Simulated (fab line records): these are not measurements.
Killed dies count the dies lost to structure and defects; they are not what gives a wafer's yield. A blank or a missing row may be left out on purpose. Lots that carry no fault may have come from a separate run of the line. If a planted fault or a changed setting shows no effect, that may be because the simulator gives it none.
A struck lot beside a sound one | flow sky130 | 19 out of 708 route steps
Sound: wafers L558.2, L558.4, L558.6. Wafers L567.2, L567.3, L567.4 were the ones struck. At the end, the cause is stated.
Per side, at each step with rows, come the tool, then ch with its chambers, and then its first start. Under that, the readings that differ: sound wafers | struck wafers | difference of the means | sigmas: that difference in standard deviations of wafers without a fault.
alike: readings whose means differ by less than 2 such deviations, and words and numbers that are the same on both sides. not compared: withheld readings, readings that some wafer has no value for, bounds like >300 that may hide the same value, and numbers for which the record gives no deviation and whose values overlap.
Wherever a step has rows on one side only, a row that says differs or no value, or a row with sigmas, the two part there. Numbers that have no deviation but don't overlap get no sigmas and don't part them. A reading missing from all wafers of one side parts the sides only when that side holds two or more wafers.

first, 1 step without rows for these wafers: SKY_VIA1_ETCH_15 (etches SiO2 in C4F8/O2/Ar, stops on TiN, target depth 351 nm, time 54 s).
SKY_VIA1_STRIP_16: strips in O2/N2.
  sound on plasma-asher-04 ch 0,1, day 34 12:40; struck on plasma-asher-02 ch 0,1, day 37 20:40
  alike: drypump-motor-current-A, o2-flow-sccm, oes-product-au, strip-time-to-endpoint-s
  not compared: rf-hours-counter-h
then, 3 steps without rows for these wafers: SKY_VIA1_STRIP_17 (strips in post etch residue remover, time 1200 s); SKY_VIA1_CLEAN_18 (cleans in IPA, time 180 s); SKY_VIA1_CLEAN_19 (cleans in O3/DIW).
SKY_VIA1_SPUTTER_20: material TiN, target thk 20 nm, time 80 s.
  sound on pvd-sputter-04 at day 34 13:15; struck on pvd-sputter-04 at day 37 21:16
  reading                  | sound             | struck            | difference | sigmas
  chamber-pressure-pa (Pa) | 5.007 5.019 5.009 | 4.998 4.983 4.985 | -0.023     | -2
  alike: cathode-dc-power-W, throttle-valve-pct
SKY_VIA1_CVD_21: deposits W, target thk 270 nm, time 80.902 s.
  sound on cvd-w-01 ch 0, day 34 13:19; struck on cvd-w-01 ch 0,1, day 37 21:19
  alike: heater-power-w
SKY_VIA1_RS_MEAS_22: measurement is done with a four-point probe.
  sound on film-metro-01 at day 34 13:25; struck on film-metro-01 at day 37 21:26
  alike: VIA1_W_RS
SKY_VIA1_THK_MEAS_23: measures by xrf.
  sound on film-metro-01 at day 34 13:32; struck on film-metro-01 at day 37 21:33
  alike: VIA1_W_THK
then, 2 steps without rows for these wafers: SKY_VIA1_CMP_24 (polishes, stops on SiO2, t overpolish 15 s, target thk 0 nm); SKY_METAL2_SPUTTER_00 (material Ti, target thk 15 nm, time 10 s).
SKY_METAL2_SPUTTER_01: material TiN, target thk 20 nm, time 16.7 s.
  sound on pvd-sputter-01 at day 34 13:55; struck on pvd-sputter-02 at day 37 21:55
  alike: cathode-dc-power-W, chamber-pressure-pa, throttle-valve-pct
SKY_METAL2_SPUTTER_02: material AlCu, target thk 250 nm, time 13.3 s.
  sound on pvd-sputter-01 at day 34 13:56; struck on pvd-sputter-02 at day 37 21:56
  no value came back on the struck wafers for cathode-dc-power-W (W), chamber-pressure-pa (Pa), throttle-valve-pct (%); on the sound wafers cathode-dc-power-W (W) reads 10599 10599 10601
SKY_METAL2_SPUTTER_03: material Ti, target thk 5 nm, time 3.3 s.
  sound on pvd-sputter-01 at day 34 13:58; struck on pvd-sputter-02 at day 37 21:58
  alike: cathode-dc-power-W, chamber-pressure-pa, throttle-valve-pct
then, 1 step without rows for these wafers: SKY_METAL2_SPUTTER_04 (material TiN, target thk 70 nm, time 58.3 s).
SKY_METAL2_RS_MEAS_05: measurement is done with a four-point probe.
  sound on film-metro-03 at day 34 14:02; struck on film-metro-03 at day 37 22:04
  reading                 | sound                | struck               | difference | sigmas
  METAL2_ALCU_RS (ohm/sq) | 0.1266 0.1275 0.1259 | 8.6815 8.7227 8.7581 | +8.5941    | +99 or more
SKY_METAL2_THK_MEAS_06: measures by xrf.
  sound on film-metro-03 at day 34 14:09; struck on film-metro-03 at day 37 22:10
  reading              | sound       | struck   | difference | sigmas
  METAL2_ALCU_THK (nm) | 252 253 255 | <1 <1 <1 | differs    |
then, 1 step without rows for these wafers: SKY_METAL2_DEHYDRATE_07 (time 60 s).
-- the record jumps here: 11 days lie between the struck wafers' starts before and after (it left off in module METAL2 and takes up again in module PAD_OPEN, whose first step shown is number 708 of the route) --
SKY_PAD_OPEN_PROBE_99:
  sound on prober-01 at day 46 04:21; struck on prober-01 at day 48 17:02
  reading                  | sound          | struck         | difference | sigmas
  defect-limited-yield (%) | 84.6 80.7 83.9 | 0 0 0          | -83        | -42
  killed_at_M0_to_M3       | 42 56 33       | 452 448 453    | +407       | +57
  killed-dies              | 76 95 79       | 492 492 492    | +409       | +43
  killed-on-rim            | 17 24 19       | 96 96 96       | +76        | +18
  sort_bin_5_function (%)  | 10.0 9.6 9.8   | 93.7 91.9 93.5 | +83.2      | +59
  sort-n-pass              | 416 397 413    | 0 0 0          | -409       | -43
  sort-yield-pct (%)       | 84.6 80.7 83.9 | 0 0 0          | -83        | -42
  alike: killed_at_M4_up, killed-at-contacts, killed-at-front-end, killed-at-other, killed-open, killed-short, sort_bin_3_pad_short, sort_bin_6_memory

== WHERE THEY PART ==
Last at SKY_PAD_OPEN_PROBE_99 as far as this record goes, first at SKY_VIA1_SPUTTER_20.

WHY: the cause the simulator had injected
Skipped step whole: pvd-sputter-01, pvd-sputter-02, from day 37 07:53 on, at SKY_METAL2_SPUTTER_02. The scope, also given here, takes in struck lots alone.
